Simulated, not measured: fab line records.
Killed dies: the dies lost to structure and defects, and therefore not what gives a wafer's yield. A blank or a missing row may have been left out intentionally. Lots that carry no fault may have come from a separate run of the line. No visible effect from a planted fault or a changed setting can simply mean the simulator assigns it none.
8D (eight disciplines) problem report, filled in by code :: flow sky130 :: the parts of the form that need people (team, actions taken, sign-off) are left out

1. PROBLEM STATEMENT
spike_tc_upper_C at SKY_SONOS_ONO_OXIDATION_00 reads a mean of 760.2 C on 6 wafers of 2 lots; wafers without a fault read 799.9 C with a standard deviation of 0.93. That puts it -43 standard deviations away from the usual mean.
The step: stabilise 600 s, purge 300 s, target thk 2.6 nm.
Seen first at day 18 04:37 on furnace-02, wafer L824.2. The record holds 36 wafers of 12 lots with a number at this step. By rule, "out" or "out of limits" means more than 4 standard deviations away from the usual mean. The rest of the wafers with a number are treated as sound.

2. WHAT THIS IS AND IS NOT
question: which readings at this step
is: spike_tc_upper_C, spike_tc_top_C, zone_power_upper_pct
is not: -

question: which lots
is: L824, L825
is not: L805, L807, L808, L810, L812, L813, L814, L815, L823, L827

question: which wafers of those lots
is: all that have a number
is not: -

question: read on which tools
is: furnace-02
is not: furnace-01

question: when
is: from day 18 04:37
is not: up to then (27 sound wafers); but 3 sound wafers of L827 came after

3. WHAT RULES OUT EACH SUSPECT
Counting: a tool at a process step up to the reading stays a suspect if it ran every lot that is out and no sound lot after the first of them.
- furnace-02 at SKY_SONOS_ONO_OXIDATION_00 (stabilise 600 s, purge 300 s, target thk 2.6 nm): kept. Every lot that is out went through it, starting with L824 (day 18 04:37), and after that it ran no sound lot; the last sound lot it ran before then is L813 (day 14 17:09). On those wafers its own readings are out: spike_tc_top_C, spike_tc_upper_C, zone_power_upper_pct.
Remaining after the count: furnace-02 at SKY_SONOS_ONO_OXIDATION_00.

4. THE CAUSE (what the simulator had put in)
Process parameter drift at SKY_SONOS_ONO_OXIDATION_00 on furnace-02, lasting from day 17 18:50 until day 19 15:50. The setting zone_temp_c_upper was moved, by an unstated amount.
This tool alone remained once counting was done.

5. THE EFFECT CHAIN, in route order
Each row: a reading where the mean over the struck wafers with a number is more than 3 standard deviations away from the usual. Only readings whose record carries a usual standard deviation are examined. hours: median over the lots of the time between each lot's start at the first step of this table that gives one and its start at this step. sigmas: the change, counted in usual standard deviations.
hours: 0
step: SKY_SONOS_ONO_OXIDATION_00
reading: spike_tc_centre_C
usual: 801.9 C
on struck wafers: 808.0
change: +6.1
sigmas: +3.8

hours: 0
step: SKY_SONOS_ONO_OXIDATION_00
reading: spike_tc_top_C
usual: 814.4 C
on struck wafers: 821.0
change: +6.6
sigmas: +6.6

hours: 0
step: SKY_SONOS_ONO_OXIDATION_00
reading: spike_tc_upper_C
usual: 799.9 C
on struck wafers: 760.2
change: -39.7
sigmas: -43

hours: 0
step: SKY_SONOS_ONO_OXIDATION_00
reading: zone_power_upper_pct
usual: 15.7 %
on struck wafers: 1.9
change: -13.8
sigmas: -16
It contains these process steps:
- SKY_SONOS_ONO_OXIDATION_00: stabilise 600 s, purge 300 s, target thk 2.6 nm.
Later measuring or inspecting steps at which every struck wafer that the step has a row for has a number for every such reading, and none has moved that far: SKY_VIA2_RS_MEAS_22, SKY_CAPM_RS_MEAS_03.

6. WHAT WOULD HAVE CAUGHT IT SOONER
10 hours passed between the start of the fault at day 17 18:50 and the first reading out of limits in this record, taken at day 18 04:37.
